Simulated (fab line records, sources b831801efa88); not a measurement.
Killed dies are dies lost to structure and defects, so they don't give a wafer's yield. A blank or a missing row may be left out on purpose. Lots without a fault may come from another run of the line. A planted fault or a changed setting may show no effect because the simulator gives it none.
One fault seen from 2 desks | flow sky130 | each desk has only its own numbers; what lay behind them comes last

THE TOOL OWNER'S DESK: implanter-02
The tool's own readings at SKY_PWDE_IMPLANT_08: means of the sampled wafers that have a number, for each lot that ran on this tool. A lot is out of limits, marked OUT, if its mean lies more than 4 standard deviations from the usual mean; the brackets give that distance.
Columns: A = dose_ions_cm2 at SKY_PWDE_IMPLANT_08, usual 3.601e+12
lot  | first seen here | A
L405 | day 3 20:01     | 3.599e+12
L406 | day 4 03:55     | 3.601e+12
L411 | day 5 05:14     | 3.597e+12
L418 | day 6 19:11     | 3.598e+12
L426 | day 8 19:37     | 3.553e+12 (-13) OUT
L427 | day 9 03:19     | 3.552e+12 (-13) OUT
This desk's finding: out of limits on L426, L427; first on L426, day 8 19:37 (dose_ions_cm2 at SKY_PWDE_IMPLANT_08). In limits: L405, L406, L411, L418.

THE METROLOGY DESK
What the gauges read, lot by lot, whatever tool the lot ran on: means of the sampled wafers that have a number. A lot is out of limits, marked OUT, if its mean lies more than 4 standard deviations from the usual mean; the brackets give that distance.
Columns: A = FIELD_ISO_CVD_03_THK at SKY_FIELD_ISO_THK_MEAS_04, usual 165.3 nm; B = PWDE_RS at SKY_NWELL_RS_MEAS_31, usual 5276 ohm/sq; C = VT_ADJUST_LVTN_TW at SKY_VT_ADJUST_LVTN_TW_MEAS_10, usual 241.6; D = SONOS_TUNNEL_OVL at SKY_SONOS_TUNNEL_OVL_MEAS_08, usual -1.3 nm
lot  | first seen here | A     | B    | C     | D
L405 | day 1 13:47     | 164.7 | 5283 | 240.3 | -0.2
L406 | day 1 19:09     | 167.3 | 5254 | 243.2 | -0.4
L408 | day 2 05:36     | 165.5 | 5280 | 240.5 | -2.3
L409 | day 2 09:59     | 164.4 | 5278 | 240.0 | -2.0
L411 | day 2 20:34     | 161.8 | 5280 | 242.6 | 0.5
L412 | day 3 02:28     | 164.0 | 5263 | 240.7 | -2.0
L416 | day 3 20:29     | 163.4 | 5277 | 240.8 | -0.7
L417 | day 4 01:39     | 162.1 | 5283 | 242.6 | -0.4
L418 | day 4 07:45     | 167.3 | 5274 | 241.1 | -2.2
L422 | day 5 05:05     | 168.6 | 5249 | 241.6 | -2.0
L426 | day 6 00:41     | 166.1 | 5332 | 241.9 | -1.5
L427 | day 6 07:19     | 165.7 | 5337 | 241.8 | -2.6
L428 | day 6 10:10     | 164.8 | 5259 | 241.5 | -0.9
This desk's finding: nothing out of limits on any of the 13 lots.

PUT TOGETHER
The tool owner's desk could have raised an alarm at day 8 19:37, on L426, L427.
The metrology desk saw nothing out of limits.
The metrology desk has L426, L427 on record, within its limits.
Of the lots named, all ran SKY_PWDE_IMPLANT_08 on implanter-02.

WHAT THE SIMULATOR HAD PUT IN
Process parameter drift: implanter-02, from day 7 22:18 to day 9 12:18, at SKY_PWDE_IMPLANT_08. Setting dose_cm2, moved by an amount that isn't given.
Lots struck among those shown: L426, L427.
Hours from the fault's start to each desk's first reading out of limits: the tool owner's desk, 21.
